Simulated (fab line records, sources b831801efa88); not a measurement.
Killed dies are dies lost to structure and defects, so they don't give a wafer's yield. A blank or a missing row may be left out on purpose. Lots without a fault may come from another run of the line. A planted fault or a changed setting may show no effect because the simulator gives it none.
A struck lot beside a sound one | flow sky130 | 21 steps out of a route of 708
Sound: wafers L342.2, L342.5, L342.6. Struck: wafers L345.1, L345.3, L345.4. The cause comes at the end.
At each step with rows: each side's tool, then ch and its chambers, then its first start. Under that, the readings that differ: sound wafers | struck wafers | difference of the means | sigmas: that difference in standard deviations of wafers without a fault.
alike: readings whose means differ by less than 2 such deviations, and words and numbers that are the same on both sides. not compared: withheld readings, readings that some wafer has no value for, bounds like >300 that may hide the same value, and numbers for which the record gives no deviation and whose values overlap.
The two part at a step that has a row with sigmas, a row that says differs or no value, or rows on one side only. Numbers that don't overlap but have no deviation are shown without sigmas and don't part them. A reading that every wafer of one side lacks parts them only if that side has two wafers or more.

first, 1 step without rows for these wafers: SKY_RES_XHIGH_IMPLANT_07.
SKY_RES_XHIGH_STRIP_08: strips in O2/N2.
  sound on plasma_asher-01 ch 0,1, day 30 14:26; struck on plasma_asher-02 ch 0,1, day 32 06:32
  alike: drypump_motor_current_A, oes_product_au, strip_time_to_endpoint_s
  not compared: rf_hours_counter_h
SKY_RES_XHIGH_TW_MEAS_09:
  sound on film_metro-04, day 30 14:33; struck on film_metro-04, day 32 06:38
  alike: RES_XHIGH_TW
then, 7 steps without rows for these wafers: SKY_SD_N_DEHYDRATE_00 (time 60 s); SKY_SD_N_HMDS_01 (prime time 60 s); SKY_SD_N_COAT_02 (resist thk 1140 nm); SKY_SD_N_SOFTBAKE_03 (time 60 s); SKY_SD_N_EXPOSE_04 (exposes mask NSDM, target cd 380 nm); SKY_SD_N_PEB_05; SKY_SD_N_DEVELOP_06 (develop time 60 s).
SKY_SD_N_CD_MEAS_07: target cd 380 nm.
  sound on cd_sem-02, day 31 17:29; struck on cd_sem-01, day 33 08:38
  alike: cd_nm
SKY_SD_N_OVL_MEAS_08:
  sound on overlay-01, day 31 17:35; struck on overlay-01, day 33 08:46
  alike: SD_N_OVL
SKY_SD_N_IMPLANT_09:
  sound on implanter-01 ch 0, day 31 17:38; struck on implanter-01 ch 0, day 33 08:47
  reading       | sound                         | struck                       | difference | sigmas
  dose_ions_cm2 | 3.992e+15 3.996e+15 4.003e+15 | 2.997e+15 2.998e+15 2.99e+15 | -1.002e+15 | -99 or more
  alike: end_station_pressure_torr
then, 1 step without rows for these wafers: SKY_SD_N_IMPLANT_10.
SKY_SD_N_STRIP_11: strips in O2/N2.
  sound on plasma_asher-01 ch 0,1, day 31 17:55; struck on plasma_asher-01 ch 0,1, day 33 09:05
  reading                      | sound             | struck            | difference | sigmas
  oes_product_au (a.u.)        | 0.530 0.531 0.526 | 0.539 0.547 0.554 | +0.018     | +4
  strip_time_to_endpoint_s (s) | 22.53 22.53 22.53 | 21.54 21.56 21.62 | -0.96      | -26
  alike: drypump_motor_current_A
  not compared: rf_hours_counter_h
SKY_SD_N_TW_MEAS_12:
  sound on film_metro-03, day 31 18:01; struck on film_metro-01, day 33 09:11
  alike: SD_N_TW
then, 1 step without rows for these wafers: SKY_SD_N_CLEAN_13 (cleans in SC1/SC2, time 150 s).
SKY_SD_N_RTA_14: time 2 s.
  sound on rtp_anneal-02 ch 0, day 31 18:08; struck on rtp_anneal-01 ch 0, day 33 09:18
  alike: chamber_o2_ppm, lamp_power_pct, wafer_temp_C_max
SKY_SD_N_RS_MEAS_16: measures by four-point-probe.
  sound on film_metro-01, day 31 18:19; struck on film_metro-04, day 33 09:29
  reading          | sound             | struck            | difference | sigmas
  SD_N_RS (ohm/sq) | 68.64 68.66 68.58 | 71.40 71.46 71.29 | +2.76      | +28
SKY_SD_N_RS_MEAS_17: measures by four-point-probe.
  sound on film_metro-01, day 31 18:26; struck on film_metro-04, day 33 09:36
  alike: SD_P_RS
-- the record jumps here: 16 days lie between the struck wafers' starts before and after (it left off in module SD_N and takes up again in module PAD_OPEN, whose first step shown is number 708 of the route) --
SKY_PAD_OPEN_PROBE_99:
  sound on prober-01, day 48 09:29; struck on prober-01, day 49 16:42
  reading                                 | sound             | struck            | difference | sigmas
  killed_at_front_end                     | 26 20 13          | 10 6 12           | -10        | -2
  model.etest.res_ndiff.line_ohm_um       | 759.8 763.3 760   | 793.1 787.5 806.2 | +34.6      |
  model.etest.sonos_uncharged.r_on_ohm_um | 802.6 794.2 806.3 | 827.4 812.1 846.1 | +27.5      |
  model.etest.licon_ndiff.rc_ohm          | 172.8 174.7 176.5 | 193.3 197.5 201.1 | +22.6      |
  model.etest.res_ndiff_hv.rs_ohm_sq      | 113.8 113.7 113.7 | 121.4 120.8 120.8 | +7.3       |
  model.etest.res_ndiff.rs_ohm_sq         | 120.2 120.9 119.2 | 126.5 127.1 128   | +7.1       |
  alike: killed_at_M0_to_M3, killed_at_M4_up, killed_at_contacts, killed_at_other, killed_dies, killed_open, killed_short

WHERE THEY PART
First at SKY_SD_N_IMPLANT_09; last, within this record, at SKY_PAD_OPEN_PROBE_99.

WHY: what the simulator had put in
Process parameter drift: implanter-01, from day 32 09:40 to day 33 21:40, at SKY_SD_N_IMPLANT_09. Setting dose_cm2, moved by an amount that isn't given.
